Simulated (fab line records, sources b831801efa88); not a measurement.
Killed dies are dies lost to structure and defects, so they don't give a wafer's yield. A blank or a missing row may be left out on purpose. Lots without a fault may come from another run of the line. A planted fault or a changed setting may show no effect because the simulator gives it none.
Which tool did it? | flow gf180mcu | 13 lots, 39 wafers sampled, at 2 steps of a route of 602

WHAT THE GAUGES READ, wafer by wafer
GF_V4_THK_MEAS_25: measures by xrf.
lot  | measured     | on            | V4_W_THK (nm)
L587 | day 24 14:40 | film_metro-03 | 368 363 368
L589 | day 25 03:30 | film_metro-03 | 351 348 359
L590 | day 25 12:48 | film_metro-01 | 355 362 357
L591 | day 25 22:59 | film_metro-01 | 362 360 360
L596 | day 27 11:17 | film_metro-03 | 362 363 361
L597 | day 27 16:40 | film_metro-03 | 353 354 355
L599 | day 28 10:17 | film_metro-01 | 363 358 360
L600 | day 28 17:33 | film_metro-03 | 345 349 349
L601 | day 29 00:47 | film_metro-01 | 362 359 362
L603 | day 29 19:32 | film_metro-01 | 350 353 348
L606 | day 30 11:47 | film_metro-03 | 360 358 366
L607 | day 30 17:03 | film_metro-03 | 354 348 349
L608 | day 30 21:47 | film_metro-01 | 350 349 348

WHICH TOOL RAN EACH LOT (tool, then ch and the chambers of the sampled wafers, then the start)
lot  | GF_M4_SPUTTER_04
L587 | pvd_sputter-04, day 22 15:25
L589 | pvd_sputter-03, day 23 04:32
L590 | pvd_sputter-02, day 23 14:56
L591 | pvd_sputter-03, day 24 01:50
L596 | pvd_sputter-02, day 25 15:02
L597 | pvd_sputter-02, day 25 21:33
L599 | pvd_sputter-04, day 26 15:53
L600 | pvd_sputter-03, day 26 22:38
L601 | pvd_sputter-02, day 27 06:18
L603 | pvd_sputter-02, day 28 01:47
L606 | pvd_sputter-04, day 28 18:56
L607 | pvd_sputter-04, day 29 01:45
L608 | pvd_sputter-03, day 29 07:09
- GF_M4_SPUTTER_04: material TiN, target thk 50 nm, time 41.7 s.

WHAT THE TOOLS THEMSELVES READ (means of the sampled wafers that have a number; where no wafer has one, the mark that the record gives instead)
GF_M4_SPUTTER_04.
lot  | tool           | throttle_valve_pct (%)
L587 | pvd_sputter-04 | 29.2
L589 | pvd_sputter-03 | 29.8
L590 | pvd_sputter-02 | 30.2
L591 | pvd_sputter-03 | 29.8
L596 | pvd_sputter-02 | 30.7
L597 | pvd_sputter-02 | 30.6
L599 | pvd_sputter-04 | 30.1
L600 | pvd_sputter-03 | 30.0
L601 | pvd_sputter-02 | 30.7
L603 | pvd_sputter-02 | 30.7
L606 | pvd_sputter-04 | 30.5
L607 | pvd_sputter-04 | 30.0
L608 | pvd_sputter-03 | 30.1

THE ANSWER, worked out from the rows above alone
Rule: what is usual is taken from the lots themselves. Put in order of their means at a reading, lots are off if they are a third of the lots or fewer, leave a main group of 4 or more, and stand apart from it by a gap of 3 or more times the standard deviation of the main group's means; of several such gaps the widest counts. A main group whose means are all the same, to the digits that the tables above print for the reading, isn't used. A lot without any number at a reading at which 4 lots or more have one is off too. The other lots that the step has rows for count as sound. The gauges are gone through in route order, then the tools' own readings, and for those a lot's mean is taken as printed above. The first step at which some lot is off is used, and at that step the reading that is off furthest; a lot without a number counts as furthest.
No lot is off at any reading shown: from this, nothing can be told.

WHAT THE SIMULATOR HAD PUT IN
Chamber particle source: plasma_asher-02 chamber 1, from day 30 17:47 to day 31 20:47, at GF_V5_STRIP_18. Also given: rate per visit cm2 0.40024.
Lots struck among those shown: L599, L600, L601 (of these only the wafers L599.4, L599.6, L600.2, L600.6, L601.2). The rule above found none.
